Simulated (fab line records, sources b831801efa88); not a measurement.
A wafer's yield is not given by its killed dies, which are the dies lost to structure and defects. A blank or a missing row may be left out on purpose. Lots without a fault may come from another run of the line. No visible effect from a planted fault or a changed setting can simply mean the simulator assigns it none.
Code-filled problem report in 8D (eight disciplines) form || flow sky130 || the parts of the form that need people (team, actions taken, sign-off) are left out

== 1. PROBLEM STATEMENT ==
Mean RES_XHIGH_TW at SKY_RES_XHIGH_TW_MEAS_09: 1526 over 6 wafers in 2 lots; fault-free wafers: 1634, standard deviation 10. That is -11 standard deviations from the usual mean.
First seen on wafer L213.2, day 31 12:16, on film_metro-01. The record holds 30 wafers of 10 lots with a number at this step. The rule behind "out" and "out of limits": a value lying over 4 standard deviations away from the usual mean. The rest of the wafers with a number are treated as sound.

== 2. WHAT IT IS AND WHAT IT IS NOT ==
{"question": "which readings at this step", "is": "RES_XHIGH_TW", "is not": "-"}
{"question": "which lots", "is": "L213, L214", "is not": "L198, L200, L201, L208, L216, L219, L220, L221"}
{"question": "which wafers of those lots", "is": "all that have a number", "is not": "-"}
{"question": "read on which gauges", "is": "film_metro-01", "is not": "film_metro-02, film_metro-03"}
{"question": "when", "is": "from day 31 12:16", "is not": "up to then (12 sound wafers); but 12 sound wafers of L216, L219, L220, L221 came after"}

== 3. SUSPECTS, AND WHAT RULES EACH OUT ==
Counting: any tool at a process step up to the reading is kept as a suspect provided that every lot that is out went through it and no sound lot did after the first of them.
- the gauge at SKY_RES_XHIGH_TW_MEAS_09: ruled out. All the wafers that are out were read on film_metro-01, but those of them that SKY_RES_XHIGH_IMPLANT_07 has rows for are out there too, on other tools.
- implanter-03 at SKY_RES_XHIGH_IMPLANT_07: kept. It processed each lot that is out, first L213 at day 31 12:02, and no sound lot thereafter; up to then, the last sound lot it processed was L208 at day 30 09:50. Out on those wafers are its own readings of beam_on_s, dose_ions_cm2.
- plasma_asher-03 at SKY_RES_XHIGH_STRIP_08 (strips in O2/N2): ruled out as a lasting fault. Sound lots L216, L221 ran on it after its first lot that is out, L213 (day 31 12:10).
The count leaves implanter-03 at SKY_RES_XHIGH_IMPLANT_07.

== 4. THE CAUSE (what the simulator had put in) ==
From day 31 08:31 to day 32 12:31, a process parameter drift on implanter-03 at SKY_RES_XHIGH_IMPLANT_07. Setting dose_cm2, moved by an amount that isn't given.
The count eliminated every tool but this one.

== 5. SEQUENCE OF EFFECTS, ordered by route ==
Each row: a reading whose mean over the struck wafers that have a number lies more than 3 standard deviations from the usual. Scope: only readings with a usual standard deviation given in the record; hours: median across lots of the time from each lot's start at the first step in this table that gives one to its start at this step; sigmas: change in usual standard deviations.
{"hours": 0, "step": "SKY_RES_XHIGH_IMPLANT_07", "reading": "beam_on_s", "usual": "41.2 s", "on struck wafers": 31.4, "change": -9.8, "sigmas": -4.9}
{"hours": 0, "step": "SKY_RES_XHIGH_IMPLANT_07", "reading": "dose_ions_cm2", "usual": 3.6e+14, "on struck wafers": 2.9e+14, "change": -6.6e+13, "sigmas": "-99 or more"}
{"hours": 0, "step": "SKY_RES_XHIGH_TW_MEAS_09", "reading": "RES_XHIGH_TW", "usual": 1634, "on struck wafers": 1526, "change": -108, "sigmas": -11}
{"hours": 28, "step": "SKY_SD_N_RS_MEAS_18", "reading": "RES_XHIGH_RS", "usual": "333.4 ohm/sq", "on struck wafers": 389.3, "change": "+55.9", "sigmas": "+47"}
The process steps in it:
- SKY_RES_XHIGH_IMPLANT_07

== 6. HOW IT WOULD HAVE BEEN CAUGHT EARLIER ==
The first out-of-limits reading at a measuring or inspecting step in this record came at day 31 12:16, 4 hours after the fault's start at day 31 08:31.
Tool's own readings at SKY_RES_XHIGH_IMPLANT_07, beam_on_s, dose_ions_cm2: out on all struck wafers the step has rows for; an alarm limit on them would have tripped on the first.
L214, from the lots that are out (2), started SKY_RES_XHIGH_IMPLANT_07 on implanter-03 later than day 31 12:16. Had the tool been put on hold then, it would have been spared.
